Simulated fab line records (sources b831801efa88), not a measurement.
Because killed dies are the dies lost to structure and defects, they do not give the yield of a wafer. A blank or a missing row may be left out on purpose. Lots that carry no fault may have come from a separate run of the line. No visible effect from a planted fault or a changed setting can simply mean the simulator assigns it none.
Code-filled problem report in 8D (eight disciplines) form | flow gf180mcu | the parts of the form that need people (team, actions taken, sign-off) are left out

1. WHAT WENT WRONG
Across 6 wafers from 2 lots, NSD_RS at GF_PSD_RS_MEAS_14 averages 49.74 ohm/sq, while fault-free wafers read 46.13 ohm/sq with a standard deviation of 0.084. Relative to the usual mean, that is a shift of +43 standard deviations.
The step: measures by four-point-probe.
First seen on wafer L398.2, day 15 17:24, on film metro-01. Wafers with a number at this step in the record: 36, from 12 lots. Rule for "out" (also "out of limits"): further than 4 standard deviations from the usual mean. The other wafers with a number count as sound.

2. WHAT IT IS, WHAT IT ISN'T
question                    | is                           | is not
which readings at this step | NSD_RS                       | -
which lots                  | L398, L400                   | L394, L396, L399, L408, L409, L410, L412, L413, L414, L416
which wafers of those lots  | all that have a number       | -
read on which gauges        | film metro-01, film metro-02 | film metro-04
when                        | from day 15 17:24            | up to then (6 sound wafers); but 24 sound wafers of L399, L408, L409, L410, L412, L413, L414, L416 came after

3. WHAT RULES OUT EACH SUSPECT
Counting: a tool stays on the suspect list if, at a process step up to the reading, it processed all lots that are out and no sound lot following the first of them.
- the gauge at GF_PSD_RS_MEAS_14 is ruled out. Those wafers that are out were read across 2 gauges (film metro-01, film metro-02).
- implanter-03 at GF_NSD_IMPLANT_09: ruled out as a lasting fault. Following L398 (day 14 19:46), the first lot on it that is out, the sound lots L408, L410, L412, L413 were run on it.
Left after counting: nothing in the record.

4. THE CAUSE (what the simulator had put in)
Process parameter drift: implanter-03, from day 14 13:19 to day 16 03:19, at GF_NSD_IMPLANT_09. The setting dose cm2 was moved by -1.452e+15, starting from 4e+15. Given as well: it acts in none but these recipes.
It was ruled out by counting, in error; the rule expects a fault to strike all lots run on its tool from its start on, and this fault did not.

5. THE CHAIN OF EFFECTS, in route order
Rows list readings where the struck wafers' mean (over those with a number) sits beyond 3 standard deviations from the usual. Only readings whose record carries a usual standard deviation are examined. hours: median over the lots of the time between each lot's start at the first step of this table that gives one and its start at this step. sigmas: the change, counted in usual standard deviations.
hours | step              | reading                  | usual        | on struck wafers | change | sigmas
0     | GF_NSD_IMPLANT_09 | beam on s                | 19.2 s       | 11.7             | -7.5   | -5.8
0     | GF_NSD_IMPLANT_09 | dose ions cm2            | 4e+15        | 3e+15            | -1e+15 | -99 or more
0     | GF_NSD_STRIP_11   | oes product au           | 0.487 a.u.   | 0.510            | +0.023 | +4.7
0     | GF_NSD_STRIP_11   | strip time to endpoint s | 22.942 s     | 21.235           | -1.707 | -59
21    | GF_PSD_RS_MEAS_14 | NSD_RS                   | 46.13 ohm/sq | 49.74            | +3.61  | +43
Here are the process steps it includes:
- GF_NSD_IMPLANT_09
- GF_NSD_STRIP_11: strips in O2/N2.

6. WHAT WOULD HAVE CAUGHT IT SOONER
In this record the first reading out of limits at a measuring or inspecting step was taken at day 15 17:24, 28 hours after the fault began at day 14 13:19.
The tool's own readings at GF_NSD_IMPLANT_09 were out on every struck wafer that the step has a row for (beam on s, dose ions cm2): an alarm limit on them would have fired on the first of those.
